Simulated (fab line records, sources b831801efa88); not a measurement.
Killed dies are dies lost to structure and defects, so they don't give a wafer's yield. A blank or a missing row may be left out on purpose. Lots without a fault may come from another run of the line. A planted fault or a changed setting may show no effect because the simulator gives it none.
fab line records | flow sky130
record lots=6 wafers=18 last_day=49
route steps=708 shown CONTACT@422 METAL1@434 PAD_OPEN@708
lots that met no fault: from a run of the same line without faults
start_h: hours from the record's first day to the start of the lot's first wafer shown | wait_h: hours since the lot's step before | " the same as in the row above | L1.1+2: a row that stands for several wafers | - no value, or no start given | * or withheld: withheld | < > ~ a bound
route shown NAME@n: a module of which the file shows steps, and the number in the route of the first | usual: mean/standard deviation of fault-free wafers | same: alike in all rows | chamber/n: place in a boat | sites: the reading at each site | _std_site: their standard deviation | _edge_site: outer sites' mean less inner sites' | radius_mm: how far each site lies from the wafer's centre | mask NAME#n: copy n | behind: the tool/chamber that last shaped the wafer | hold: why the lot was held/for how many hours/how that ended | device: the transistor (n, p or np) that didn't switch | end of line: the same wafers' tests at the end of the route | a step without rows: its recipe alone | killed: dies lost to structure and defects at the first sort, not the wafer's yield | map: a wafer's dies, x killed, . not, _ none there
set.NAME: the setting as run; set.NAME@STEP: as run at that earlier step | model.NAME: the simulator's own value behind a step, which no gauge read
lots at some steps of the route; a table a step, a row a wafer
services: from which hour (start_h, from the record's first day; less than 0 if before it) a tool's chamber was out of use, for how many hours, and why
## steps
# step SKY_CONTACT_ETCH_16
# recipe chemistry=N2/H2 target=BARC ion_energy_ev=200 source_w=500 bias_w=100 pressure_mtorr=30 n2_flow_sccm=100 h2_flow_sccm=200 stop_on=SiO2 time_s=45.9 target_depth_a=600
# step SKY_CONTACT_ETCH_17
# recipe target=SiO2 chemistry=C4F8/O2/Ar stop_on=Si3N4 mask_material=KrF-thick source_w=1500 bias_w=1200 pressure_mtorr=40 c4f8_flow_sccm=withheld O2_flow_sccm=6 Ar_flow_sccm=300 time_s=withheld target_depth_a=3400
# step SKY_CONTACT_ETCH_18
# recipe target=Si3N4 chemistry=CHF3/O2 stop_on=TiN source_w=600 bias_w=200 pressure_mtorr=40 chf3_flow_sccm=50 O2_flow_sccm=5 time_s=39 target_depth_a=750
# usual drypump_motor_current_A=5.5/0.41 oes_product_au=0.853/0.0081 rf_fwd_power_W=594/3.1 throttle_valve_pct=8.794/0.0091
# columns lot.wafer tool chamber start_h wait_h drypump_motor_current_A oes_product_au rf_fwd_power_W rf_hours_counter_h throttle_valve_pct
L864.2 rie_diel-03 0 - - 4.9 0.842 598 3 8.794
L864.4 " 3 " " 6.1 0.857 596 40 8.783
L864.5 " 0 " " 4.8 0.853 596 - 8.813
L865.1 rie_diel-01 1 - - 5.5 0.844 595 17 8.798
L865.4 " 3 " " 5.4 0.851 596 1 8.784
L865.5 " 2 " " 6.2 0.847 590 - 8.802
L866.1 rie_diel-03 0 - - 4.8 0.854 597 3 8.798
L866.4 " 1 " " 5.4 0.853 592 16 8.797
L866.6 " 3 " " 6.1 0.864 600 - 8.789
L868.2 rie_diel-01 0 - - 5.8 0.852 589 17 8.800
L868.3 " 2 " " 6.2 0.860 594 14 8.800
L868.4 " 3 " " 5.4 0.863 594 1 8.807
L878.2 rie_diel-03 3 - - 6.1 0.835 595 2 8.781
L878.5 " 0 " " 4.9 0.866 597 - 8.794
L878.6 " 1 " " 5.4 0.855 593 - 8.782
L880.3 rie_diel-01 0 - - 5.8 0.858 591 19 8.790
L880.5 " 3 " " 5.4 0.856 596 - 8.774
L880.6 " 0 " " 5.8 0.850 592 - 8.789
# step SKY_CONTACT_STRIP_19
# recipe chemistry=O2/N2 power_w=1400 pressure_mtorr=1500 platen_temp_c=withheld o2_flow_sccm=3000 n2_flow_sccm=300 overash_fraction=0.5
# usual drypump_motor_current_A=5.9/0.44 oes_product_au=0.381/0.005 strip_time_to_endpoint_s=3.63/0.032
# columns lot.wafer tool chamber start_h wait_h drypump_motor_current_A oes_product_au rf_hours_counter_h strip_time_to_endpoint_s
L864.2 plasma_asher-02 1 748.29 - 6.1 0.376 32 3.62
L864.4 " 1 " " 6.1 0.383 - 3.67
L864.5 " 1 " " 6.1 0.381 - 3.64
L865.1 plasma_asher-03 0 757.93 - 6.3 0.374 94 3.63
L865.4 " 0 " " 6.2 0.384 - 3.68
L865.5 " 0 " " 6.2 0.382 - 3.63
L866.1 plasma_asher-02 0 769.09 - 5.7 0.383 35 3.61
L866.4 " 1 " " 6.1 0.382 - 3.64
L866.6 " 1 " " 6.1 0.376 - 3.71
L868.2 plasma_asher-02 0 772.70 - 5.7 0.378 35 3.60
L868.3 " 1 " " 6.1 0.390 - 3.59
L868.4 " 0 " " 5.7 0.387 - 3.63
L878.2 plasma_asher-02 1 846.43 - 6.1 0.384 43 3.65
L878.5 " 0 " " 5.7 0.392 - 3.61
L878.6 " 1 " " 6.1 0.380 - 3.64
L880.3 plasma_asher-01 0 858.83 - 5.2 0.385 - 3.61
L880.5 " 1 " " 5.7 0.378 - 3.60
L880.6 " 0 " " 5.2 0.377 - 3.58
# step SKY_CONTACT_STRIP_20
# recipe chemistry=post_etch_residue_remover time_s=1200 temp_c=72.5
# step SKY_CONTACT_CLEAN_21
# recipe chemistry=IPA time_s=180 temp_c=25
# step SKY_CONTACT_CLEAN_22
# recipe chemistry=O3/DIW dry=n2_spin
# step SKY_CONTACT_SPUTTER_23
# recipe material=TiN target_thk_nm=20 chamber_pressure_pa=5 power_w=4000 time_s=80
# step SKY_CONTACT_CVD_24
# recipe material=W target_thk_nm=340 time_s=102.12 temp_c=400 pressure_torr=40
# usual heater_power_w=930/83
# columns lot.wafer tool chamber start_h wait_h heater_power_w
L864.2 cvd_w-01 0 748.95 0.0 1007
L864.4 " 1 " " 841
L864.5 " 1 " " 845
L865.1 cvd_w-02 0 758.67 0.0 946
L865.4 " 1 " " 866
L865.5 " 0 " " 955
L866.1 cvd_w-02 0 769.75 0.0 962
L866.4 " 0 " " 962
L866.6 " 0 " " 950
L868.2 cvd_w-02 1 773.36 0.0 843
L868.3 " 0 " " 987
L868.4 " 1 " " 858
L878.2 cvd_w-01 0 847.09 0.0 1023
L878.5 " 1 " " 835
L878.6 " 0 " " 1049
L880.3 cvd_w-01 1 859.48 0.1 826
L880.5 " 0 " " 1027
L880.6 " 1 " " 838
# step SKY_CONTACT_RS_MEAS_25
# recipe thk_meas_gauge=four-point-probe reads=W_of_CONTACT_CVD_24+TiN_of_CONTACT_SPUTTER_23
# usual CONTACT_W_RS=0.341/0.0039
# columns lot.wafer tool chamber start_h wait_h CONTACT_W_RS[ohm/sq]
L864.2 film_metro-04 - 749.08 0.1 0.338
L864.4 " - " " 0.335
L864.5 " - " " 0.336
L865.1 film_metro-03 - 758.78 0.1 0.341
L865.4 " - " " 0.340
L865.5 " - " " 0.342
L866.1 film_metro-03 - 769.86 0.1 0.348
L866.4 " - " " 0.342
L866.6 " - " " 0.343
L868.2 film_metro-04 - 773.49 0.1 0.340
L868.3 " - " " 0.345
L868.4 " - " " 0.347
L878.2 film_metro-04 - 847.22 0.1 0.340
L878.5 " - " " 0.337
L878.6 " - " " 0.339
L880.3 film_metro-03 - 859.60 0.1 0.335
L880.5 " - " " 0.339
L880.6 " - " " 0.337
# step SKY_CONTACT_THK_MEAS_26
# recipe thk_meas_gauge=xrf reads=W_of_CONTACT_CVD_24
# usual CONTACT_W_THK=355/6.3
# columns lot.wafer tool chamber start_h wait_h CONTACT_W_THK[nm]
L864.2 film_metro-04 - 749.19 0.1 356
L864.4 " - " " 355
L864.5 " - " " 354
L865.1 film_metro-03 - 758.90 0.1 360
L865.4 " - " " 359
L865.5 " - " " 356
L866.1 film_metro-03 - 769.98 0.1 345
L866.4 " - " " 353
L866.6 " - " " 351
L868.2 film_metro-04 - 773.60 0.1 353
L868.3 " - " " 348
L868.4 " - " " 346
L878.2 film_metro-04 - 847.33 0.1 350
L878.5 " - " " 352
L878.6 " - " " 348
L880.3 film_metro-03 - 859.70 0.1 361
L880.5 " - " " 356
L880.6 " - " " 359
# step SKY_CONTACT_CMP_27
# recipe stop_on=SiO2 t_overpolish_s=15 down_force_psi=3.5 platen_rpm=60 target_thk_nm=0 pad_velocity_m_s=0.94248
# step SKY_METAL1_SPUTTER_00
# recipe material=Ti target_thk_nm=15 power_w=3000 time_s=10 chamber_pressure_pa=0.4
# usual cathode_dc_power_W=3000.0/0.56 chamber_pressure_pa=0.3999/0.00071 throttle_valve_pct=29.7/1.2
# columns lot.wafer tool chamber start_h wait_h cathode_dc_power_W chamber_pressure_pa throttle_valve_pct
L864.2 pvd_sputter-03 - 749.54 0.1 2999.4 0.4003 29.5
L864.4 " - " " 3000.5 0.4002 31.3
L864.5 " - " " 3000.4 0.3998 31.3
L865.1 pvd_sputter-01 - 759.26 0.2 2999.6 0.3990 31.7
L865.4 " - " " 2999.7 0.4000 28.0
L865.5 " - " " 2999.3 0.3997 31.5
L866.1 pvd_sputter-03 - 770.34 0.1 - - -
L866.4 " - " " - - -
L866.6 " - " " - - -
L868.2 pvd_sputter-03 - 773.95 0.1 - - -
L868.3 " - " " - - -
L868.4 " - " " - - -
L878.2 pvd_sputter-01 - 847.68 0.2 3001.1 0.4015 28.3
L878.5 " - " " 3001.0 0.4011 28.6
L878.6 " - " " 2999.5 0.4007 30.0
L880.3 pvd_sputter-02 - 860.04 0.1 2999.4 0.4003 30.2
L880.5 " - " " 2999.0 0.4010 28.8
L880.6 " - " " 3000.1 0.4000 31.2
# step SKY_METAL1_SPUTTER_01
# recipe material=TiN target_thk_nm=20 power_w=6500 time_s=16.7 chamber_pressure_pa=0.4
# step SKY_METAL1_SPUTTER_02
# recipe material=AlCu target_thk_nm=250 power_w=10600 time_s=13.3 chamber_pressure_pa=0.4
# usual cathode_dc_power_W=10600/1.9 chamber_pressure_pa=0.4000/0.0008 throttle_valve_pct=29.7/1.2
# columns lot.wafer tool chamber start_h wait_h cathode_dc_power_W chamber_pressure_pa throttle_valve_pct
L864.2 pvd_sputter-03 - 749.58 0.0 10600 0.3990 29.7
L864.4 " - " " 10602 0.4002 31.4
L864.5 " - " " 10602 0.3998 31.2
L865.1 pvd_sputter-01 - 759.31 0.0 10601 0.4000 31.6
L865.4 " - " " 10601 0.4002 27.9
L865.5 " - " " 10600 0.4000 31.4
L866.1 pvd_sputter-03 - 770.39 0.0 10601 0.3994 29.6
L866.4 " - " " 10598 0.3984 31.7
L866.6 " - " " 10598 0.3995 29.6
L868.2 pvd_sputter-03 - 774.00 0.0 10599 0.4017 30.0
L868.3 " - " " 10595 0.3998 29.2
L868.4 " - " " 10599 0.3999 31.2
L878.2 pvd_sputter-01 - 847.73 0.0 10598 0.4003 28.7
L878.5 " - " " 10600 0.4001 28.5
L878.6 " - " " 10599 0.4000 30.0
L880.3 pvd_sputter-02 - 860.08 0.0 10603 0.3997 30.2
L880.5 " - " " 10601 0.3997 28.7
L880.6 " - " " 10599 0.4001 31.4
# step SKY_METAL1_SPUTTER_03
# recipe material=Ti target_thk_nm=5 power_w=3000 time_s=3.3 chamber_pressure_pa=0.4
# usual cathode_dc_power_W=3000.0/0.58 chamber_pressure_pa=0.4001/0.00077 throttle_valve_pct=29.7/1.2
# columns lot.wafer tool chamber start_h wait_h cathode_dc_power_W chamber_pressure_pa throttle_valve_pct
L864.2 pvd_sputter-03 - 749.61 0.0 3000.1 0.3996 29.8
L864.4 " - " " 2998.1 0.4002 31.5
L864.5 " - " " 3000.5 0.3994 31.1
L865.1 pvd_sputter-01 - 759.33 0.0 2999.9 0.4004 31.5
L865.4 " - " " 2999.9 0.4006 27.6
L865.5 " - " " 2999.9 0.4005 31.2
L866.1 pvd_sputter-03 - 770.41 0.0 3000.4 0.4016 29.6
L866.4 " - " " 2999.2 0.4006 31.3
L866.6 " - " " 3000.2 0.4012 29.4
L868.2 pvd_sputter-03 - 774.02 0.0 3001.5 0.3996 29.8
L868.3 " - " " 2999.8 0.4004 28.8
L868.4 " - " " 2998.7 0.4003 31.3
L878.2 pvd_sputter-01 - 847.75 0.0 3000.2 0.4004 28.7
L878.5 " - " " 3000.2 0.3993 28.6
L878.6 " - " " 3000.1 0.3999 29.7
L880.3 pvd_sputter-02 - 860.11 0.0 3000.4 0.3987 30.2
L880.5 " - " " 3000.5 0.4003 28.9
L880.6 " - " " 2999.7 0.4004 31.2
# step SKY_METAL1_SPUTTER_04
# recipe material=TiN target_thk_nm=70 power_w=6500 time_s=58.3 chamber_pressure_pa=0.4
# step SKY_METAL1_RS_MEAS_05
# recipe thk_meas_gauge=four-point-probe reads=TiN_of_METAL1_SPUTTER_04+Ti_of_METAL1_SPUTTER_03+AlCu_of_METAL1_SPUTTER_02+TiN_of_METAL1_SPUTTER_01+Ti_of_METAL1_SPUTTER_00
# usual METAL1_ALCU_RS=0.1274/0.002
# columns lot.wafer tool chamber start_h wait_h hold METAL1_ALCU_RS[ohm/sq]
L864.2 film_metro-01 - 749.70 0.0 - 0.1277
L864.4 " - " " - 0.1251
L864.5 " - " " - 0.1246
L865.1 film_metro-01 - 759.40 0.0 - 0.1241
L865.4 " - " " - 0.1249
L865.5 " - " " - 0.1228
L866.1 film_metro-03 - 770.48 0.0 await_dispo/0.2h/release 0.1275
L866.4 " - " " await_dispo/0.2h/release 0.1257
L866.6 " - " " await_dispo/0.2h/release 0.1273
L866.1 film_metro-03 - 770.77 0.3 - 0.1276
L866.4 " - " " - 0.1258
L866.6 " - " " - 0.1271
L868.2 film_metro-03 - 774.11 0.0 await_dispo/0.2h/release 0.1263
L868.3 " - " " await_dispo/0.2h/release 0.1284
L868.4 " - " " await_dispo/0.2h/release 0.1239
L868.2 film_metro-03 - 774.39 0.3 - 0.1263
L868.3 " - " " - 0.1283
L868.4 " - " " - 0.1240
L878.2 film_metro-03 - 847.84 0.0 - 0.1301
L878.5 " - " " - 0.1306
L878.6 " - " " - 0.1307
L880.3 film_metro-01 - 860.22 0.1 - 0.1257
L880.5 " - " " - 0.1294
L880.6 " - " " - 0.1266
# step SKY_METAL1_THK_MEAS_06
# recipe thk_meas_gauge=xrf reads=AlCu_of_METAL1_SPUTTER_02
# usual METAL1_ALCU_THK=248/4.6
# columns lot.wafer tool chamber start_h wait_h hold METAL1_ALCU_THK[nm]
L864.2 film_metro-01 - 749.81 0.1 - 249
L864.4 " - " " - 254
L864.5 " - " " - 251
L865.1 film_metro-01 - 759.52 0.1 - 257
L865.4 " - " " - 257
L865.5 " - " " - 260
L866.1 film_metro-03 - 775.69 4.9 await_dispo/4.7h/release 247
L866.4 " - " " await_dispo/4.7h/release 252
L866.6 " - " " await_dispo/4.7h/release 249
L868.2 film_metro-03 - 775.82 1.4 await_dispo/1.3h/release 249
L868.3 " - " " await_dispo/1.3h/release 246
L868.4 " - " " await_dispo/1.3h/release 254
L878.2 film_metro-03 - 847.95 0.1 - 240
L878.5 " - " " - 239
L878.6 " - " " - 240
L880.3 film_metro-01 - 860.32 0.1 - 251
L880.5 " - " " - 244
L880.6 " - " " - 250
# step SKY_PAD_OPEN_PROBE_99
# usual defect_limited_yield=82.4/2 killed_at_M0_to_M3=43/6.7 killed_at_M4_up=3.2/2.1 killed_at_contacts=25/5.9 killed_at_front_end=16/4.7 killed_at_other=0.3/0.54 killed_dies=87/9.8 killed_open=47/6.7 killed_short=40/6.5 sort_bin_3_pad_short=0.9/0.45 sort_bin_5_function=10.5/1.5 sort_bin_6_memory=6.2/1.2 sort_n_pass=405/9.8 sort_yield_pct=82.4/2
# same gross_dies=492 killed_at_back_side=0 sort_bin_4_leakage[%]=0 sort_bin_8_speed[%]=0
# columns lot.wafer tool chamber start_h wait_h defect_limited_yield[%] killed_at_M0_to_M3 killed_at_M4_up killed_at_contacts killed_at_front_end killed_at_other killed_dies killed_open killed_short sort_bin_3_pad_short[%] sort_bin_5_function[%] sort_bin_6_memory[%] sort_n_pass sort_yield_pct[%] model.etest.mcon_chain.rc_ohm
L864.2 prober-02 - 1089.31 0.1 83.7 48 5 19 8 0 80 50 30 0.8 11.2 4.3 412 83.7 16.9
L864.4 prober-02 - 1089.41 0.2 84.8 41 1 18 13 2 75 41 34 0.4 9.6 5.3 417 84.8 17.2
L864.5 prober-02 - 1089.46 0.2 80.3 51 2 29 14 1 97 50 47 1.4 11.2 7.1 395 80.3 17.57
L865.1 prober-01 - 1096.91 0.1 78.7 54 0 36 15 0 105 58 46 0.6 12.6 8.1 387 78.7 16.38
L865.4 prober-01 - 1097.06 0.2 79.5 46 4 28 23 0 101 47 54 1.2 13.4 5.9 391 79.5 16.32
L865.5 prober-01 - 1097.11 0.2 77.6 53 2 30 25 0 110 49 59 1.2 14.0 7.1 382 77.6 16.51
L866.1 prober-01 - 1106.25 0.1 79.5 57 2 19 23 0 101 53 48 0.8 11.2 8.5 391 79.5 17.89
L866.4 prober-01 - 1106.40 0.2 81.3 38 2 25 26 1 92 41 51 2.2 10.6 5.9 400 81.3 18.73
L866.6 prober-01 - 1106.50 0.2 82.1 40 6 23 19 0 88 44 44 1.2 7.7 8.9 404 82.1 18.5
L868.2 prober-02 - 1108.60 0.1 83.3 37 1 31 13 0 82 47 35 1.0 11.4 4.3 410 83.3 18.45
L868.3 prober-02 - 1108.65 0.2 80.7 41 4 35 15 0 95 47 48 1.2 12.4 5.7 397 80.7 17.79
L868.4 prober-02 - 1108.70 0.2 81.3 40 4 31 16 1 92 46 46 0.8 11.0 6.9 400 81.3 17.18
L878.2 prober-02 - 1161.45 0.1 79.9 55 6 22 16 0 99 55 44 1.4 12.0 6.7 393 79.9 16.74
L878.5 prober-02 - 1161.60 0.2 80.9 52 5 23 14 0 94 50 44 1.0 12.4 5.7 398 80.9 16.84
L878.6 prober-02 - 1161.65 0.2 81.7 57 3 23 7 0 90 51 39 0.2 12.4 5.7 402 81.7 17.07
L880.3 prober-02 - 1171.21 0.2 78.5 61 3 20 22 0 106 55 51 0.6 13.4 7.5 386 78.5 16.24
L880.5 prober-02 - 1171.31 0.2 79.3 45 3 26 27 1 102 54 48 0 12.8 7.9 390 79.3 15.82
L880.6 prober-02 - 1171.36 0.2 82.3 39 1 32 15 0 87 56 31 0.8 11.0 5.9 405 82.3 16.46
# killed by level:class
L864.2 VIA1:geometric_particle:open=13 VIA2:geometric_particle:open=9 CONTACT:geometric_particle:open=9 VIA3:geometric_particle:open=6 LI_CONTACT:geometric_particle:short=4 METAL3:geometric_particle:short=4 METAL1:geometric_particle:open=4 VIA2:geometric_particle:short=4
L864.4 METAL1:geometric_particle:short=9 CONTACT:geometric_particle:open=7 VIA1:geometric_particle:open=6 LI_CONTACT:geometric_particle:open=6 VIA3:geometric_particle:open=5 FIELD_ISO:geometric_particle:short=4 POLY_GATE:geometric_particle:open=4 VIA2:geometric_particle:short=4
L864.5 CONTACT:geometric_particle:open=11 VIA2:geometric_particle:open=10 METAL2:geometric_particle:short=8 LI_CONTACT:geometric_particle:open=6 CONTACT:geometric_particle:short=6 METAL1:geometric_particle:open=6 VIA1:geometric_particle:open=5 METAL3:geometric_particle:short=5
L865.1 LI_CONTACT:geometric_particle:open=9 CONTACT:geometric_particle:open=9 VIA1:geometric_particle:open=9 VIA2:geometric_particle:open=9 VIA3:geometric_particle:open=9 CONTACT:geometric_particle:short=8 LI_CONTACT:geometric_particle:short=6 METAL1:geometric_particle:short=6
L865.4 VIA3:geometric_particle:open=9 METAL2:geometric_particle:short=9 LI_CONTACT:geometric_particle:open=8 LI_CONTACT:geometric_particle:short=7 VIA1:geometric_particle:open=7 CONTACT:geometric_particle:open=6 VIA1:geometric_particle:short=6 METAL3:geometric_particle:short=6
L865.5 METAL1:geometric_particle:short=12 VIA2:geometric_particle:open=9 LI_CONTACT:geometric_particle:open=9 METAL2:geometric_particle:short=9 CONTACT:geometric_particle:open=8 LI_CONTACT:geometric_particle:short=8 POLY_GATE:geometric_particle:open=7 POLY_GATE:geometric_particle:short=7
L866.1 VIA1:geometric_particle:open=18 METAL2:geometric_particle:short=10 FIELD_ISO:geometric_particle:open=9 VIA1:geometric_particle:short=6 LOCAL_INTERCONNECT:geometric_particle:short=5 FIELD_ISO:geometric_particle:short=4 LI_CONTACT:geometric_particle:open=4 CONTACT:geometric_particle:short=4
L866.4 VIA1:geometric_particle:open=9 VIA1:geometric_particle:short=9 POLY_GATE:geometric_particle:open=7 SPACER:geometric_particle:short=7 LI_CONTACT:geometric_particle:short=6 CONTACT:geometric_particle:open=6 FIELD_ISO:geometric_particle:short=5 CONTACT:geometric_particle:short=5
L866.6 LI_CONTACT:geometric_particle:open=9 VIA1:geometric_particle:open=8 FIELD_ISO:geometric_particle:short=7 VIA2:geometric_particle:open=6 VIA1:geometric_particle:short=6 FIELD_ISO:geometric_particle:open=5 CONTACT:geometric_particle:open=5 METAL1:geometric_particle:short=5
L868.2 CONTACT:geometric_particle:open=10 LI_CONTACT:geometric_particle:open=8 VIA1:geometric_particle:open=8 METAL1:geometric_particle:short=7 CONTACT:geometric_particle:short=6 VIA2:geometric_particle:open=5 POLY_GATE:geometric_particle:open=4 LI_CONTACT:geometric_particle:short=4
L868.3 VIA1:geometric_particle:open=11 LI_CONTACT:geometric_particle:open=10 LI_CONTACT:geometric_particle:short=7 LOCAL_INTERCONNECT:geometric_particle:short=7 VIA2:geometric_particle:open=7 FIELD_ISO:geometric_particle:short=5 CONTACT:geometric_particle:short=5 METAL2:geometric_particle:short=5
L868.4 CONTACT:geometric_particle:open=14 METAL1:geometric_particle:short=10 VIA1:geometric_particle:open=7 LOCAL_INTERCONNECT:geometric_particle:short=6 POLY_GATE:geometric_particle:short=5 LI_CONTACT:geometric_particle:open=5 VIA3:geometric_particle:open=5 VIA2:geometric_particle:short=5
L878.2 CONTACT:geometric_particle:open=13 VIA3:geometric_particle:open=10 VIA1:geometric_particle:open=9 VIA2:geometric_particle:open=9 METAL1:geometric_particle:short=8 METAL2:geometric_particle:short=5 FIELD_ISO:geometric_particle:short=4 POLY_CUT:geometric_particle:open=4
L878.5 VIA1:geometric_particle:open=16 CONTACT:geometric_particle:open=12 METAL1:geometric_particle:short=8 METAL2:geometric_particle:short=6 VIA3:geometric_particle:open=6 POLY_GATE:geometric_particle:short=5 VIA2:geometric_particle:open=5 LI_CONTACT:geometric_particle:open=4
L878.6 VIA1:geometric_particle:open=17 CONTACT:geometric_particle:open=9 METAL1:geometric_particle:short=8 LOCAL_INTERCONNECT:geometric_particle:short=7 VIA2:geometric_particle:open=7 LI_CONTACT:geometric_particle:open=6 VIA1:geometric_particle:short=5 METAL2:geometric_particle:short=5
L880.3 VIA1:geometric_particle:open=16 VIA1:geometric_particle:short=13 FIELD_ISO:geometric_particle:short=8 VIA2:geometric_particle:open=8 LI_CONTACT:geometric_particle:open=7 METAL2:geometric_particle:short=7 FIELD_ISO:geometric_particle:open=6 CONTACT:geometric_particle:open=5
L880.5 CONTACT:geometric_particle:open=13 VIA3:geometric_particle:open=8 METAL1:geometric_particle:short=7 FIELD_ISO:geometric_particle:open=6 POLY_GATE:geometric_particle:short=6 VIA1:geometric_particle:open=6 METAL2:geometric_particle:short=6 FIELD_ISO:geometric_particle:short=5
L880.6 CONTACT:geometric_particle:open=14 VIA1:geometric_particle:open=11 LI_CONTACT:geometric_particle:open=9 VIA3:geometric_particle:short=5 VIA3:geometric_particle:open=4 FIELD_ISO:geometric_particle:open=4 LOCAL_INTERCONNECT:geometric_particle:short=4 METAL2:geometric_particle:short=4
## services
# columns tool chamber start_h hours kind
cvd_w-01 0 729.98 13.1 repair
cvd_w-01 - 743.38 1.3 repair
plasma_asher-01 - 755.24 1.5 repair
plasma_asher-03 - 766.98 2.8 pm
rie_diel-03 3 773.60 - clean
rie_diel-03 3 773.60 23.6 scheduled_down
rie_diel-03 3 773.60 23.6 vent_cycle
cvd_w-01 - 814.51 0.9 repair
rie_diel-01 - 814.62 4.3 pm
plasma_asher-01 - 818.45 2.8 pm
pvd_sputter-03 - 835.46 3.0 repair
rie_diel-03 - 836.84 0.4 repair
pvd_sputter-03 - 855.34 1.8 repair
## key
first_sign step=SKY_METAL1_SPUTTER_00 reading=tool_record direction=missing
effect step=SKY_METAL1_RS_MEAS_05 reading=visit direction=added
model_effect step=SKY_PAD_OPEN_PROBE_99 value=etest.mcon_chain.rc_ohm without=16.76 struck=18.09
met_at SKY_METAL1_SPUTTER_00
struck_wafers L866.1,L866.4,L866.6,L868.2,L868.3,L868.4
onset_between 749.54 770.34
fault kind=skipped_step_whole tool=pvd_sputter-03 chamber=- onset_h=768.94 steps=SKY_METAL1_SPUTTER_00 scope=struck_lots_only
